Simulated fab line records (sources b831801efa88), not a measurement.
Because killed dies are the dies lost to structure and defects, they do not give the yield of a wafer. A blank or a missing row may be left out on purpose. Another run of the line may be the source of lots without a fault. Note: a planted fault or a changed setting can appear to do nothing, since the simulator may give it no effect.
Commonality check across tools || flow gf180mcu || 13 lots, 39 wafers sampled

## WHY IT WAS OPENED
GF_MVPSD_TW_MEAS_11, reading MVPSD_TW: flagged on 2 of 13 lots. No-fault wafers: 554, standard deviation 4.8.
Rule: a lot is flagged in two cases, either no wafer of it has a number, or all its wafers with numbers fall more than 4 standard deviations from that mean. As for the other lots, they are considered sound.

{"lot": "L134", "measured": "day 5 07:09", "on": "filmMetro-03", "MVPSD_TW, wafer by wafer": "557 559 560", "flag": ""}
{"lot": "L135", "measured": "day 5 13:48", "on": "filmMetro-01", "MVPSD_TW, wafer by wafer": "552 551 553", "flag": ""}
{"lot": "L137", "measured": "day 6 03:56", "on": "filmMetro-04", "MVPSD_TW, wafer by wafer": "553 547 549", "flag": ""}
{"lot": "L138", "measured": "day 6 05:55", "on": "filmMetro-01", "MVPSD_TW, wafer by wafer": "552 550 549", "flag": ""}
{"lot": "L139", "measured": "day 6 11:34", "on": "filmMetro-03", "MVPSD_TW, wafer by wafer": "557 560 560", "flag": ""}
{"lot": "L140", "measured": "day 6 17:41", "on": "filmMetro-04", "MVPSD_TW, wafer by wafer": "546 547 546", "flag": ""}
{"lot": "L141", "measured": "day 7 00:08", "on": "filmMetro-03", "MVPSD_TW, wafer by wafer": "559 560 562", "flag": ""}
{"lot": "L145", "measured": "day 7 22:07", "on": "filmMetro-01", "MVPSD_TW, wafer by wafer": "554 552 552", "flag": ""}
{"lot": "L147", "measured": "day 8 08:58", "on": "filmMetro-01", "MVPSD_TW, wafer by wafer": "550 551 549", "flag": ""}
{"lot": "L148", "measured": "day 8 13:29", "on": "filmMetro-03", "MVPSD_TW, wafer by wafer": "591 591 591", "flag": "FLAGGED"}
{"lot": "L149", "measured": "day 8 20:25", "on": "filmMetro-01", "MVPSD_TW, wafer by wafer": "581 583 587", "flag": "FLAGGED"}
{"lot": "L152", "measured": "day 9 19:42", "on": "filmMetro-04", "MVPSD_TW, wafer by wafer": "550 546 550", "flag": ""}
{"lot": "L156", "measured": "day 11 00:55", "on": "filmMetro-03", "MVPSD_TW, wafer by wafer": "558 559 559", "flag": ""}
The numbers of the flagged lots are 587 on average: +33 against the usual, or +7 standard deviations.

## TOOL THAT RAN EACH LOT
The record keeps 1 process step preceding the reading, out of 602 steps on the route. Each cell gives the tool, then ch followed by the chambers the sampled wafers passed through, then the start.
{"lot": "L134", "flag": "", "GF_MVPSD_IMPLANT_08": "implanter-04 ch 0, day 5 06:46"}
{"lot": "L135", "flag": "", "GF_MVPSD_IMPLANT_08": "implanter-03 ch 0, day 5 13:25"}
{"lot": "L137", "flag": "", "GF_MVPSD_IMPLANT_08": "implanter-04 ch 0, day 6 03:32"}
{"lot": "L138", "flag": "", "GF_MVPSD_IMPLANT_08": "implanter-02 ch 0, day 6 05:32"}
{"lot": "L139", "flag": "", "GF_MVPSD_IMPLANT_08": "implanter-03 ch 0, day 6 11:10"}
{"lot": "L140", "flag": "", "GF_MVPSD_IMPLANT_08": "implanter-03 ch 0, day 6 17:17"}
{"lot": "L141", "flag": "", "GF_MVPSD_IMPLANT_08": "implanter-02 ch 0, day 6 23:46"}
{"lot": "L145", "flag": "", "GF_MVPSD_IMPLANT_08": "implanter-03 ch 0, day 7 21:44"}
{"lot": "L147", "flag": "", "GF_MVPSD_IMPLANT_08": "implanter-02 ch 0, day 8 08:35"}
{"lot": "L148", "flag": "FLAGGED", "GF_MVPSD_IMPLANT_08": "implanter-03 ch 0, day 8 13:05"}
{"lot": "L149", "flag": "FLAGGED", "GF_MVPSD_IMPLANT_08": "implanter-03 ch 0, day 8 20:01"}
{"lot": "L152", "flag": "", "GF_MVPSD_IMPLANT_08": "implanter-02 ch 0, day 9 19:19"}
{"lot": "L156", "flag": "", "GF_MVPSD_IMPLANT_08": "implanter-02 ch 0, day 11 00:31"}
These steps, and what they do:
- GF_MVPSD_IMPLANT_08
- GF_MVPSD_TW_MEAS_11

## FLAGGED AGAINST TOTAL, ONE TOOL AT A TIME (gauges that did the reading follow at the end)
{"step": "GF_MVPSD_IMPLANT_08", "tool": "implanter-02", "lots run": 5, "flagged": 0, "share of the flagged lots": "none", "sound lots run after its first flagged lot": "-"}
{"step": "GF_MVPSD_IMPLANT_08", "tool": "implanter-03", "lots run": 6, "flagged": 2, "share of the flagged lots": "all", "sound lots run after its first flagged lot": 0}
{"step": "GF_MVPSD_IMPLANT_08", "tool": "implanter-04", "lots run": 2, "flagged": 0, "share of the flagged lots": "none", "sound lots run after its first flagged lot": "-"}
{"step": "GF_MVPSD_TW_MEAS_11", "tool": "filmMetro-01", "lots run": 5, "flagged": 1, "share of the flagged lots": "some", "sound lots run after its first flagged lot": 0}
{"step": "GF_MVPSD_TW_MEAS_11", "tool": "filmMetro-03", "lots run": 5, "flagged": 1, "share of the flagged lots": "some", "sound lots run after its first flagged lot": "1 (L156)"}
{"step": "GF_MVPSD_TW_MEAS_11", "tool": "filmMetro-04", "lots run": 3, "flagged": 0, "share of the flagged lots": "none", "sound lots run after its first flagged lot": "-"}

## WHAT THE TABLE ALLOWS
In the table, 1 row covers all flagged lots: implanter-03 at GF_MVPSD_IMPLANT_08.
- implanter-03 at GF_MVPSD_IMPLANT_08: 2 of its 6 lots flagged. It ran its last sound lot, L145, at day 7 21:44 and its first flagged lot, L148, at day 8 13:05: a fault with its onset between the two fits. Its own readings lie more than 4 standard deviations out on every wafer of the flagged lots: doseIonsCm2, faradayCurrentUA.
implanter-03 at GF_MVPSD_IMPLANT_08 is the single tool remaining.

## WHAT HAD BEEN PUT IN BY THE SIMULATOR
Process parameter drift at GF_MVPSD_IMPLANT_08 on implanter-03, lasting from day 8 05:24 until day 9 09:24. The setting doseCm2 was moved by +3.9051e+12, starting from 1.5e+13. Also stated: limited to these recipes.
Struck lots among those shown: L148, L149. Same finding as the rule above.
